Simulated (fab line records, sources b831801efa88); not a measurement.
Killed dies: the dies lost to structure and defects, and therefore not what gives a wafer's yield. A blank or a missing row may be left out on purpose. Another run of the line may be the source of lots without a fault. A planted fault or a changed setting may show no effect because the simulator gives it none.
A struck lot beside a sound one | flow sky130 | 22 steps out of a route of 708
Sound: wafers L540.1, L540.4, L540.6. Struck: wafer L545.6 (L545.4, L545.5, from the same lot, were not struck and are left out); the cause is given at the end.
Per side, at each step with rows, come the tool, then ch with its chambers, and then its first start. Under that, the readings that differ: sound wafers | struck wafers | difference of the means | sigmas: that difference in standard deviations of wafers without a fault.
alike: words and numbers the same on both sides, and readings whose means are apart by under 2 such deviations; not compared: readings that were withheld, readings missing a value for some wafer, numbers with overlapping values and no deviation given by the record, and bounds like >300 which may hide the same value.
The two part at a step that has a row with sigmas, a row that says differs or no value, or rows on one side only. Non-overlapping numbers with no deviation appear without sigmas and do not part them. A reading that every wafer of one side lacks parts them only if that side has two wafers or more.

first, 8 steps without rows for these wafers: SKY_LDD_N_IMPLANT_08; SKY_LDD_N_IMPLANT_09; SKY_LDD_N_IMPLANT_10; SKY_LDD_N_IMPLANT_11; SKY_LDD_N_IMPLANT_12; SKY_LDD_N_IMPLANT_13; SKY_LDD_N_IMPLANT_14; SKY_LDD_N_IMPLANT_15.
SKY_LDD_N_STRIP_16: strips in O2/N2.
  sound on plasma-asher-02 ch 0, day 18 23:08; struck on plasma-asher-02 ch 1, day 20 14:56
  reading                     | sound       | struck | difference | sigmas
  drypump-motor-current-A (A) | 6.3 6.4 6.3 | 5.2    | -1.1       | -3
  alike: oes-product-au, strip-time-to-endpoint-s
  not compared: rf-hours-counter-h
SKY_LDD_N_TW_MEAS_17:
  struck on film-metro-04, day 20 15:02; sound on film-metro-02, day 18 23:14
  alike: LDD_N_TW
then, 2 steps without rows for these wafers: SKY_LDD_P_DEHYDRATE_00 (time 60 s); SKY_LDD_P_HMDS_01 (prime time 60 s).
SKY_LDD_P_COAT_02: resist thk 1140 nm.
  sound on litho-track-01 ch 0, day 19 14:03; struck on litho-track-04 ch 0, day 21 06:20
  reading                                    | sound          | struck | difference | sigmas
  model.NOVOLAK_of_LDD_P_COAT_02.thk-nm (nm) | 1138 1138 1144 | 1192   | +52        |
  alike: spin-speed-rpm
then, 3 steps without rows for these wafers: SKY_LDD_P_SOFTBAKE_03 (time 60 s); SKY_LDD_P_EXPOSE_04 (exposes mask PSDM, target cd 380 nm); SKY_LDD_P_PEB_05.
SKY_LDD_P_DEVELOP_06: develop time 60 s.
  sound on litho-track-01 ch 0, day 20 05:54; struck on litho-track-04 ch 0, day 21 21:35
  reading                                    | sound          | struck | difference | sigmas
  model.NOVOLAK_of_LDD_P_COAT_02.thk-nm (nm) | 1137 1137 1144 | 1192   | +53        |
SKY_LDD_P_CD_MEAS_07: target cd 380 nm.
  struck on cd-sem-01, day 21 21:43; sound on cd-sem-02, day 20 06:03
  reading    | sound             | struck | difference | sigmas
  cd-nm (nm) | 380.4 380.1 382.0 | 372.1  | -8.7       | -3
SKY_LDD_P_OVL_MEAS_08:
  struck on overlay-01, day 21 21:48; sound on overlay-01, day 20 06:10
  reading        | sound          | struck | difference | sigmas
  LDD_P_OVL (nm) | -0.3 -1.6 -0.2 | 2.4    | +3.1       | +2
then, 1 step without rows for these wafers: SKY_LDD_P_IMPLANT_09.
SKY_LDD_P_STRIP_10: strips in O2/N2.
  sound on plasma-asher-04 ch 0,1, day 20 06:22; struck on plasma-asher-03 ch 0, day 21 22:00
  reading                      | sound             | struck | difference | sigmas
  strip-time-to-endpoint-s (s) | 14.15 14.15 14.23 | 14.77  | +0.59      | +16
  alike: drypump-motor-current-A, oes-product-au
  not compared: rf-hours-counter-h
SKY_LDD_P_TW_MEAS_11:
  struck on film-metro-03, day 21 22:06; sound on film-metro-01, day 20 06:28
  reading  | sound             | struck | difference | sigmas
  LDD_P_TW | 644.1 643.4 639.1 | 632.5  | -9.7       | -4

== WHERE THEY PART ==
First at SKY_LDD_N_STRIP_16; last, within this record, at SKY_LDD_P_TW_MEAS_11.

WHY: what had been put in by the simulator
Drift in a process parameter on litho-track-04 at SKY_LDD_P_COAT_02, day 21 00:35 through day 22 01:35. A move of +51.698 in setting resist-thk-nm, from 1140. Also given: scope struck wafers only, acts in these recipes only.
